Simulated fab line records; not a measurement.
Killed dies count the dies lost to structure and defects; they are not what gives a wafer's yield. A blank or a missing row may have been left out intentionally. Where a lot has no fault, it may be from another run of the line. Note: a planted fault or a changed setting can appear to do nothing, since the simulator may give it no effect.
What tool caused it? :: flow gf180mcu :: 13 lots, 39 wafers sampled, at 5 steps of a route of 602

## WHAT EACH GAUGE READ, for each wafer
GF_VT_IMPLANT_TW_MEAS_43. Usual: VT_IMPLANT_4_TW typically reads 693, with standard deviation 4.2.
lot: L279
measured: day 7 11:08
on: film-metro-03
VT_IMPLANT_4_TW: 702 699 697
flag: 

lot: L280
measured: day 7 17:43
on: film-metro-03
VT_IMPLANT_4_TW: 701 700 697
flag: 

lot: L281
measured: day 8 12:20
on: film-metro-04
VT_IMPLANT_4_TW: 689 695 689
flag: 

lot: L284
measured: day 9 01:33
on: film-metro-03
VT_IMPLANT_4_TW: 694 693 693
flag: 

lot: L285
measured: day 9 06:59
on: film-metro-03
VT_IMPLANT_4_TW: 698 696 696
flag: 

lot: L286
measured: day 9 16:55
on: film-metro-04
VT_IMPLANT_4_TW: 695 693 696
flag: 

lot: L287
measured: day 10 00:04
on: film-metro-02
VT_IMPLANT_4_TW: 693 689 688
flag: 

lot: L290
measured: day 10 14:20
on: film-metro-03
VT_IMPLANT_4_TW: 695 690 693
flag: 

lot: L292
measured: day 11 04:37
on: film-metro-02
VT_IMPLANT_4_TW: 691 691 688
flag: 

lot: L293
measured: day 11 14:08
on: film-metro-03
VT_IMPLANT_4_TW: 742 743 745 743 746 747
flag: OFF

lot: L294
measured: day 11 17:41
on: film-metro-03
VT_IMPLANT_4_TW: 749 744 744 752 745 743
flag: OFF

lot: L300
measured: day 13 10:58
on: film-metro-04
VT_IMPLANT_4_TW: 693 694 692
flag: 

lot: L301
measured: day 13 15:26
on: film-metro-04
VT_IMPLANT_4_TW: 691 696 694
flag: 

GF_HV_LDD_CD_MEAS_19: target cd 400 nm. Usual: 400.0 nm for cd-nm, sd 2.1.
lot: L279
measured: day 10 17:20
on: cd-sem-02
cd-nm (nm): 400.7 401.5 397.7
flag: 

lot: L280
measured: day 11 02:19
on: cd-sem-02
cd-nm (nm): 398.3 398.2 399.3
flag: 

lot: L281
measured: day 11 20:01
on: cd-sem-01
cd-nm (nm): 402.7 402.6 401.1
flag: 

lot: L284
measured: day 12 09:34
on: cd-sem-01
cd-nm (nm): 398.6 395.7 396.8
flag: 

lot: L285
measured: day 12 14:24
on: cd-sem-02
cd-nm (nm): 400.9 403.3 401.6
flag: 

lot: L286
measured: day 13 03:04
on: cd-sem-02
cd-nm (nm): 394.3 395.6 396.9
flag: 

lot: L287
measured: day 13 12:52
on: cd-sem-01
cd-nm (nm): 402.3 400.5 399.2
flag: 

lot: L290
measured: day 14 04:28
on: cd-sem-02
cd-nm (nm): 398.5 399.6 397.4
flag: 

lot: L292
measured: day 14 21:05
on: cd-sem-02
cd-nm (nm): 406.2 403.4 404.4
flag: 

lot: L293
measured: day 15 04:13
on: cd-sem-01
cd-nm (nm): 397.7 400.8 399.8
flag: 

lot: L294
measured: day 15 10:37
on: cd-sem-02
cd-nm (nm): 401.3 402.1 401.8
flag: 

lot: L300
measured: day 17 10:31
on: cd-sem-02
cd-nm (nm): 398.3 399.0 397.8
flag: 

lot: L301
measured: day 17 15:20
on: cd-sem-02
cd-nm (nm): 399.0 399.5 398.7
flag: 

GF_HV_LDD_THK_MEAS_55. Usual: HV_LDD_CVD_54_THK typically reads 10.02 nm, with standard deviation 0.16.
lot: L279
measured: day 12 10:04
on: film-metro-01
HV_LDD_CVD_54_THK (nm): 10.27 10.42 10.26
flag: 

lot: L280
measured: day 12 18:43
on: film-metro-04
HV_LDD_CVD_54_THK (nm): 9.71 9.81 9.84
flag: 

lot: L281
measured: day 13 13:11
on: film-metro-03
HV_LDD_CVD_54_THK (nm): 10.32 10.24 10.28
flag: 

lot: L284
measured: day 14 03:35
on: film-metro-03
HV_LDD_CVD_54_THK (nm): 10.00 10.06 10.04
flag: 

lot: L285
measured: day 14 08:33
on: film-metro-03
HV_LDD_CVD_54_THK (nm): 9.78 9.77 9.91
flag: 

lot: L286
measured: day 14 21:59
on: film-metro-03
HV_LDD_CVD_54_THK (nm): 10.18 10.11 10.10
flag: 

lot: L287
measured: day 15 07:49
on: film-metro-03
HV_LDD_CVD_54_THK (nm): 10.09 10.00 10.13
flag: 

lot: L290
measured: day 16 01:38
on: film-metro-04
HV_LDD_CVD_54_THK (nm): 10.19 10.09 10.07
flag: 

lot: L292
measured: day 16 19:01
on: film-metro-03
HV_LDD_CVD_54_THK (nm): 9.98 9.97 9.84
flag: 

lot: L293
measured: day 17 02:38
on: film-metro-04
HV_LDD_CVD_54_THK (nm): 10.01 10.11 9.98
flag: 

lot: L294
measured: day 17 09:47
on: film-metro-03
HV_LDD_CVD_54_THK (nm): 10.12 10.03 10.01
flag: 

lot: L300
measured: day 19 12:40
on: film-metro-03
HV_LDD_CVD_54_THK (nm): 10.09 10.18 10.03
flag: 

lot: L301
measured: day 19 17:56
on: film-metro-03
HV_LDD_CVD_54_THK (nm): 9.94 9.83 9.88
flag: 

## EACH LOT AND THE TOOL THAT RAN IT (in order: tool; ch and the chambers of the sampled wafers; start)
lot: L279
GF_VT_IMPLANT_IMPLANT_41: implanter-03 ch 0, day 7 10:55
GF_POLY_GATE_STRIP_14: plasma-asher-01 ch 0,1, day 9 03:22

lot: L280
GF_VT_IMPLANT_IMPLANT_41: implanter-03 ch 0, day 7 17:29
GF_POLY_GATE_STRIP_14: plasma-asher-01 ch 0,1, day 9 12:21

lot: L281
GF_VT_IMPLANT_IMPLANT_41: implanter-04 ch 0, day 8 12:05
GF_POLY_GATE_STRIP_14: plasma-asher-04 ch 0,1, day 10 05:40

lot: L284
GF_VT_IMPLANT_IMPLANT_41: implanter-03 ch 0, day 9 01:19
GF_POLY_GATE_STRIP_14: plasma-asher-02 ch 0,1, day 10 18:32

lot: L285
GF_VT_IMPLANT_IMPLANT_41: implanter-02 ch 0, day 9 06:44
GF_POLY_GATE_STRIP_14: plasma-asher-02 ch 0,1, day 10 23:46

lot: L286
GF_VT_IMPLANT_IMPLANT_41: implanter-03 ch 0, day 9 16:40
GF_POLY_GATE_STRIP_14: plasma-asher-04 ch 0,1, day 11 10:44

lot: L287
GF_VT_IMPLANT_IMPLANT_41: implanter-04 ch 0, day 9 23:52
GF_POLY_GATE_STRIP_14: plasma-asher-04 ch 0,1, day 11 18:57

lot: L290
GF_VT_IMPLANT_IMPLANT_41: implanter-03 ch 0, day 10 14:05
GF_POLY_GATE_STRIP_14: plasma-asher-02 ch 0,1, day 12 10:17

lot: L292
GF_VT_IMPLANT_IMPLANT_41: implanter-02 ch 0, day 11 04:23
GF_POLY_GATE_STRIP_14: plasma-asher-01 ch 0,1, day 13 02:19

lot: L293
GF_VT_IMPLANT_IMPLANT_41: implanter-03 ch 0, day 11 13:53
GF_POLY_GATE_STRIP_14: plasma-asher-04 ch 0, day 13 11:01

lot: L294
GF_VT_IMPLANT_IMPLANT_41: implanter-03 ch 0, day 11 17:26
GF_POLY_GATE_STRIP_14: plasma-asher-02 ch 0,1, day 13 14:41

lot: L300
GF_VT_IMPLANT_IMPLANT_41: implanter-02 ch 0, day 13 10:43
GF_POLY_GATE_STRIP_14: plasma-asher-04 ch 0,1, day 15 10:55

lot: L301
GF_VT_IMPLANT_IMPLANT_41: implanter-04 ch 0, day 13 15:11
GF_POLY_GATE_STRIP_14: plasma-asher-04 ch 0,1, day 15 16:35
- GF_VT_IMPLANT_IMPLANT_41
- GF_POLY_GATE_STRIP_14: strips in O2/N2.

## WHAT THE TOOLS THEMSELVES READ (means of the sampled wafers that have a number; where no wafer has one, the mark that the record gives instead)
GF_VT_IMPLANT_IMPLANT_41. Usual: beam-energy-keV 70.002, standard deviation 0.022; end-station-pressure-torr 5.02e-06 Torr, standard deviation 2.5e-07.
lot: L279
tool: implanter-03
beam-energy-keV: 69.990
end-station-pressure-torr (Torr): 5.17e-06
flag: 

lot: L280
tool: implanter-03
beam-energy-keV: 70.018
end-station-pressure-torr (Torr): 4.99e-06
flag: 

lot: L281
tool: implanter-04
beam-energy-keV: 70.001
end-station-pressure-torr (Torr): 5.07e-06
flag: 

lot: L284
tool: implanter-03
beam-energy-keV: 69.987
end-station-pressure-torr (Torr): 4.82e-06
flag: 

lot: L285
tool: implanter-02
beam-energy-keV: 69.992
end-station-pressure-torr (Torr): 5.09e-06
flag: 

lot: L286
tool: implanter-03
beam-energy-keV: 70.024
end-station-pressure-torr (Torr): 5.02e-06
flag: 

lot: L287
tool: implanter-04
beam-energy-keV: 69.993
end-station-pressure-torr (Torr): 4.85e-06
flag: 

lot: L290
tool: implanter-03
beam-energy-keV: 70.024
end-station-pressure-torr (Torr): 5.21e-06
flag: 

lot: L292
tool: implanter-02
beam-energy-keV: 70.031
end-station-pressure-torr (Torr): 5.15e-06
flag: 

lot: L293
tool: implanter-03
beam-energy-keV: 89.647
end-station-pressure-torr (Torr): 4.87e-06
flag: OFF

lot: L294
tool: implanter-03
beam-energy-keV: 89.649
end-station-pressure-torr (Torr): 5.09e-06
flag: OFF

lot: L300
tool: implanter-02
beam-energy-keV: 70.002
end-station-pressure-torr (Torr): 4.94e-06
flag: 

lot: L301
tool: implanter-04
beam-energy-keV: 70.006
end-station-pressure-torr (Torr): 4.95e-06
flag: 

GF_POLY_GATE_STRIP_14. Usual: drypump-motor-current-A 5.8 A, standard deviation 0.49; heater-power-w 347 W, standard deviation 56; n2-flow-sccm 300.2 sccm, standard deviation 0.84; oes-product-au 0.505 a.u., standard deviation 0.005.
lot: L279
tool: plasma-asher-01
drypump-motor-current-A (A): 6.3
heater-power-w (W): 315
n2-flow-sccm (sccm): 299.7
oes-product-au (a.u.): 0.507
flag: 

lot: L280
tool: plasma-asher-01
drypump-motor-current-A (A): 6.2
heater-power-w (W): 315
n2-flow-sccm (sccm): 300.3
oes-product-au (a.u.): 0.508
flag: 

lot: L281
tool: plasma-asher-04
drypump-motor-current-A (A): 5.6
heater-power-w (W): 302
n2-flow-sccm (sccm): 300.1
oes-product-au (a.u.): 0.505
flag: 

lot: L284
tool: plasma-asher-02
drypump-motor-current-A (A): 5.8
heater-power-w (W): 377
n2-flow-sccm (sccm): 300.7
oes-product-au (a.u.): 0.507
flag: 

lot: L285
tool: plasma-asher-02
drypump-motor-current-A (A): 5.8
heater-power-w (W): 386
n2-flow-sccm (sccm): 299.8
oes-product-au (a.u.): 0.511
flag: 

lot: L286
tool: plasma-asher-04
drypump-motor-current-A (A): 5.6
heater-power-w (W): 304
n2-flow-sccm (sccm): 300.6
oes-product-au (a.u.): 0.505
flag: 

lot: L287
tool: plasma-asher-04
drypump-motor-current-A (A): 5.4
heater-power-w (W): 356
n2-flow-sccm (sccm): 301.4
oes-product-au (a.u.): 0.510
flag: 

lot: L290
tool: plasma-asher-02
drypump-motor-current-A (A): 5.8
heater-power-w (W): 385
n2-flow-sccm (sccm): 300.8
oes-product-au (a.u.): 0.503
flag: 

lot: L292
tool: plasma-asher-01
drypump-motor-current-A (A): 6.3
heater-power-w (W): 321
n2-flow-sccm (sccm): 300.1
oes-product-au (a.u.): 0.506
flag: 

lot: L293
tool: plasma-asher-04
drypump-motor-current-A (A): 5.2
heater-power-w (W): 403
n2-flow-sccm (sccm): 299.9
oes-product-au (a.u.): 0.502
flag: 

lot: L294
tool: plasma-asher-02
drypump-motor-current-A (A): 5.8
heater-power-w (W): 379
n2-flow-sccm (sccm): 300.8
oes-product-au (a.u.): 0.499
flag: 

lot: L300
tool: plasma-asher-04
drypump-motor-current-A (A): 5.4
heater-power-w (W): 353
n2-flow-sccm (sccm): 299.5
oes-product-au (a.u.): 0.509
flag: 

lot: L301
tool: plasma-asher-04
drypump-motor-current-A (A): 5.6
heater-power-w (W): 311
n2-flow-sccm (sccm): 300.3
oes-product-au (a.u.): 0.500
flag: 

## THE ANSWER, worked out from the rows above alone
Rule: lot off if the mean of its wafers having a number is beyond 3 standard deviations from the usual mean. A lot without any number at a reading at which 4 lots or more have one is off too. Any other lot the step has rows for is counted as sound. First the gauges in route order, then the tools' own readings, where a lot's mean is used as printed above. At the first step where some lot is off, the reading lying furthest off is the one used; lots without a number count as furthest.
Off: L293, L294, at GF_VT_IMPLANT_TW_MEAS_43 (VT_IMPLANT_4_TW).
A tool fits if, at a process step before that reading, it ran every lot that is off, and no sound lot after the first of them. The gauges at GF_VT_IMPLANT_TW_MEAS_43 aren't tried: what is off there is off at GF_VT_IMPLANT_IMPLANT_41 too, on other tools, and a gauge's error can't cause that. One candidate fits, namely implanter-03 at GF_VT_IMPLANT_IMPLANT_41. A fault onset in the window from L290 (day 10 14:05, its last sound lot) to L293 (day 11 13:53, its first lot off) fits.
The tool's own readings at GF_VT_IMPLANT_IMPLANT_41 bear it out: on the lots that are off they differ by more than 5 times the standard deviation of the sound lots' means. beam-energy-keV reads 89.648 there against 70.006 on the sound lots.

## WHAT THE SIMULATOR HAD PUT IN
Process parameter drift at GF_VT_IMPLANT_IMPLANT_41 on implanter-03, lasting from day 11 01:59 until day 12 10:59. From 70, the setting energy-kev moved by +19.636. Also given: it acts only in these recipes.
Struck lots among those shown: L293, L294. The rule above found the same.
